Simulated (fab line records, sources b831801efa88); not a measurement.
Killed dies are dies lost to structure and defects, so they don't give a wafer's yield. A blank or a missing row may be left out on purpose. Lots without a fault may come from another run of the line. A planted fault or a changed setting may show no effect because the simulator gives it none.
A struck lot beside a sound one | flow gf180mcu | 19 steps out of a route of 602
Sound: wafers L744.2, L744.3, L744.4. Struck: wafers L755.2, L755.4, L755.5. The cause comes at the end.
At each step with rows: each side's tool, then ch and its chambers, then its first start. Under that, the readings that differ: sound wafers | struck wafers | difference of the means | sigmas: that difference in standard deviations of wafers without a fault.
alike: readings whose means differ by less than 2 such deviations, and words and numbers that are the same on both sides. not compared: withheld readings, readings that some wafer has no value for, bounds like >300 that may hide the same value, and numbers for which the record gives no deviation and whose values overlap.
The two part at a step that has a row with sigmas, a row that says differs or no value, or rows on one side only. Numbers that don't overlap but have no deviation are shown without sigmas and don't part them. A reading that every wafer of one side lacks parts them only if that side has two wafers or more.

first, 3 steps without rows for these wafers: GF_MIM_EXPOSE_16 (exposes mask FuseTop, target cd 2000 nm); GF_MIM_PEB_17; GF_MIM_DEVELOP_18 (develop time 60 s).
GF_MIM_METAL_ETCH_19: etches the open film in Cl2/BCl3, stops on Si3N4, target depth 324.5 nm, time 54.1 s.
  sound on rie_metal-02 ch 0,1, day 26 11:04; struck on rie_metal-04 ch 0,1, day 29 19:25
  reading                | sound                | struck               | difference | sigmas
  throttle_valve_pct (%) | 28.271 28.277 28.265 | 28.298 28.294 28.288 | +0.022     | +2
  alike: chamber_pressure_mTorr, drypump_motor_current_A, oes_product_au
  not compared: rf_hours_counter_h
GF_MIM_STRIP_20: strips in O2/N2.
  sound on plasma_asher-02 ch 0,1, day 26 11:08; struck on plasma_asher-04 ch 0,1, day 29 19:29
  alike: chamber_pressure_mTorr, drypump_motor_current_A, heater_power_w, oes_product_au, strip_time_to_endpoint_s
  not compared: rf_hours_counter_h
then, 7 steps without rows for these wafers: GF_MIM_STRIP_21 (strips in post etch residue remover, time 1200 s); GF_MIM_CLEAN_22 (cleans in DIW); GF_M5_DEHYDRATE_00 (time 60 s); GF_M5_HMDS_01 (prime time 60 s); GF_M5_COAT_02 (resist thk 1000 nm); GF_M5_SOFTBAKE_03 (time 60 s); GF_M5_EXPOSE_04 (exposes mask Metal5, target cd 280 nm).
GF_M5_PEB_05: peb time 90 s.
  sound on litho_track-03 ch 0, day 27 07:59; struck on litho_track-02 ch 0, day 30 13:50
  reading                  | sound                | struck               | difference | sigmas
  heater_power_total_W (W) | 85.58 85.73 85.68    | 84.89 84.98 85.02    | -0.70      | -8
  plate_temp_C (C)         | 135.02 134.90 134.82 | 133.94 134.02 134.18 | -0.87      | -7
then, 1 step without rows for these wafers: GF_M5_DEVELOP_06 (develop time 60 s).
GF_M5_CD_MEAS_07: target cd 280 nm.
  sound on cd_sem-01, day 27 08:20; struck on cd_sem-02, day 30 14:11
  reading    | sound             | struck            | difference | sigmas
  cd_nm (nm) | 280.3 279.9 279.6 | 285.1 283.2 283.8 | +4.1       | +4
GF_M5_OVL_MEAS_08:
  sound on overlay-01, day 27 08:26; struck on overlay-02, day 30 14:17
  alike: M5_OVL
GF_M5_ETCH_09: etches Si3N4 in CF4/O2, target depth 52 nm, time 11.6 s.
  sound on rie_diel-01 ch 0,1,3, day 27 08:28; struck on rie_diel-03 ch 0,1,3, day 30 14:19
  reading             | sound           | struck          | difference | sigmas
  model.M5.cd_nm (nm) | 279.8 280 279.8 | 285 283.3 284.1 | +4         |
  alike: chamber_pressure_mTorr, drypump_motor_current_A, oes_product_au, throttle_valve_pct
  not compared: rf_hours_counter_h
GF_M5_METAL_ETCH_10: etches the open film in Cl2/BCl3, stops on SiO2, target depth 750.8 nm, time 125.1 s.
  sound on rie_metal-02 ch 0,1, day 27 08:29; struck on rie_metal-01 ch 0,1, day 30 14:20
  alike: chamber_pressure_mTorr, drypump_motor_current_A, oes_product_au, throttle_valve_pct
  not compared: rf_hours_counter_h
GF_PASSIVATION_PROBE_99:
  the record has rows for the sound wafers here (prober-01, day 30 01:15) and none for the struck ones

WHERE THEY PART
First at GF_MIM_METAL_ETCH_19; last, within this record, at GF_PASSIVATION_PROBE_99.

WHY: what the simulator had put in
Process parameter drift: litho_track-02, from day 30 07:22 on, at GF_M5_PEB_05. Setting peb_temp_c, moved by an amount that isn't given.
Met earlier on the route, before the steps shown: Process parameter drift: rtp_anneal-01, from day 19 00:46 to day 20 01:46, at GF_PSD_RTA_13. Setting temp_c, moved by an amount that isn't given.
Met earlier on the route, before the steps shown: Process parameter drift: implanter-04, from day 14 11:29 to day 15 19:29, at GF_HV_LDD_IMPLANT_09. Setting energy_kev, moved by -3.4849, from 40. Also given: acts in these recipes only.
